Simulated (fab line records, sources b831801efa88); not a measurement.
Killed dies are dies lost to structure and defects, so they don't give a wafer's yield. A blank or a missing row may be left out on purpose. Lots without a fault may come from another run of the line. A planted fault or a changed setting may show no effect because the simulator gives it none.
Tool commonality check | flow gf180mcu | 11 lots, 39 wafers sampled

WHY IT WAS OPENED
At GF_M2_RS_MEAS_05 the reading M2_ALCU_RS is flagged on 2 of 11 lots. Wafers without a fault read 0.0696 ohm/sq, standard deviation 0.00069.
Rule: a lot is flagged when every wafer of it that has a number lies more than 4 standard deviations from that mean, or none has a number. The other lots count as sound.

lot  | measured     | on            | M2_ALCU_RS (ohm/sq), wafer by wafer       | flag
L762 | day 19 00:08 | film_metro-04 | 0.0693 0.0698 0.0699                      |
L764 | day 20 04:17 | film_metro-04 | 0.0700 0.0700 0.0697                      |
L766 | day 20 16:20 | film_metro-04 | 0.0698 0.0696 0.0698                      |
L768 | day 21 05:32 | film_metro-02 | 0.0687 0.0692 0.0688                      |
L769 | day 21 12:58 | film_metro-03 | 0.0698 0.0691 0.0697                      |
L772 | day 22 18:31 | film_metro-04 | 0.0695 0.0701 0.0692                      |
L776 | day 24 05:09 | film_metro-03 | 0.0694 0.0700 0.0705                      |
L777 | day 24 09:20 | film_metro-02 | 0.0813 0.0815 0.0826 0.0810 0.0815 0.0826 | FLAGGED
L778 | day 25 03:37 | film_metro-04 | 0.0809 0.0816 0.0812 0.0811 0.0817 0.0813 | FLAGGED
L780 | day 25 10:04 | film_metro-02 | 0.0683 0.0692 0.0690                      |
L783 | day 26 08:17 | film_metro-02 | 0.0688 0.0696 0.0686                      |
The numbers of the flagged lots are 0.0815 ohm/sq on average: +0.0119 ohm/sq against the usual, or +17 standard deviations.

WHICH TOOL RAN EACH LOT
The record holds 3 process steps before the reading, out of a route of 602 steps. In each cell: the tool, then ch and the chambers that the sampled wafers went through, then the start.
lot  | flag    | GF_V1_CMP_04                  | GF_M2_SPUTTER_02             | GF_M2_SPUTTER_03
L762 |         | cmp-02 ch 0,2, day 17 21:44   | pvd_sputter-02, day 19 00:02 | pvd_sputter-02, day 19 00:04
L764 |         | cmp-01 ch 0,3, day 19 01:42   | pvd_sputter-02, day 20 04:11 | pvd_sputter-02, day 20 04:13
L766 |         | cmp-02 ch 1,2, day 19 14:28   | pvd_sputter-04, day 20 16:13 | pvd_sputter-04, day 20 16:15
L768 |         | cmp-02 ch 1,2, day 20 03:59   | pvd_sputter-01, day 21 05:25 | pvd_sputter-01, day 21 05:26
L769 |         | cmp-01 ch 1,2,3, day 20 11:25 | pvd_sputter-01, day 21 12:53 | pvd_sputter-01, day 21 12:55
L772 |         | cmp-01 ch 0,3, day 21 16:50   | pvd_sputter-02, day 22 18:22 | pvd_sputter-02, day 22 18:23
L776 |         | cmp-01 ch 0,2,3, day 23 04:14 | pvd_sputter-04, day 24 05:04 | pvd_sputter-04, day 24 05:05
L777 | FLAGGED | cmp-02 ch 0,1,2, day 23 09:10 | pvd_sputter-02, day 24 09:13 | pvd_sputter-02, day 24 09:14
L778 | FLAGGED | cmp-01 ch 1,2,3, day 24 04:11 | pvd_sputter-02, day 25 03:31 | pvd_sputter-02, day 25 03:33
L780 |         | cmp-02 ch 0,1,3, day 24 10:35 | pvd_sputter-04, day 25 09:57 | pvd_sputter-04, day 25 09:59
L783 |         | cmp-01 ch 0,1,2, day 25 08:46 | pvd_sputter-04, day 26 08:12 | pvd_sputter-04, day 26 08:14
What these steps do:
- GF_V1_CMP_04: polishes SiO2.
- GF_M2_SPUTTER_02: material AlCu, target thk 450 nm, time 23.9 s.
- GF_M2_SPUTTER_03: material Ti, target thk 10 nm, time 6.426 s.
- GF_M2_RS_MEAS_05: measures by four-point-probe.

FLAGGED OVER TOTAL, TOOL BY TOOL (the gauges that took the reading come last)
step             | tool           | lots run | flagged | share of the flagged lots | sound lots run after its first flagged lot
GF_V1_CMP_04     | cmp-01         | 6        | 1       | some                      | 1 (L783)
GF_V1_CMP_04     | cmp-02         | 5        | 1       | some                      | 1 (L780)
GF_M2_SPUTTER_02 | pvd_sputter-01 | 2        | 0       | none                      | -
GF_M2_SPUTTER_02 | pvd_sputter-02 | 5        | 2       | all                       | 0
GF_M2_SPUTTER_02 | pvd_sputter-04 | 4        | 0       | none                      | -
GF_M2_SPUTTER_03 | pvd_sputter-01 | 2        | 0       | none                      | -
GF_M2_SPUTTER_03 | pvd_sputter-02 | 5        | 2       | all                       | 0
GF_M2_SPUTTER_03 | pvd_sputter-04 | 4        | 0       | none                      | -
GF_M2_RS_MEAS_05 | film_metro-02  | 4        | 1       | some                      | 2 (L780,L783)
GF_M2_RS_MEAS_05 | film_metro-03  | 2        | 0       | none                      | -
GF_M2_RS_MEAS_05 | film_metro-04  | 5        | 1       | some                      | 0

WHAT THE TABLE ALLOWS
2 rows of the table ran every flagged lot: pvd_sputter-02 at GF_M2_SPUTTER_02, pvd_sputter-02 at GF_M2_SPUTTER_03.
- pvd_sputter-02 at GF_M2_SPUTTER_02: 2 of its 5 lots flagged. Its last sound lot is L772 (day 22 18:22), its first flagged lot L777 (day 24 09:13): a fault that began between those two fits.
- pvd_sputter-02 at GF_M2_SPUTTER_03: 2 of its 5 lots flagged. Its last sound lot is L772 (day 22 18:23), its first flagged lot L777 (day 24 09:14): a fault that began between those two fits.
One tool is left: pvd_sputter-02 at GF_M2_SPUTTER_02 and GF_M2_SPUTTER_03.

WHAT THE SIMULATOR HAD PUT IN
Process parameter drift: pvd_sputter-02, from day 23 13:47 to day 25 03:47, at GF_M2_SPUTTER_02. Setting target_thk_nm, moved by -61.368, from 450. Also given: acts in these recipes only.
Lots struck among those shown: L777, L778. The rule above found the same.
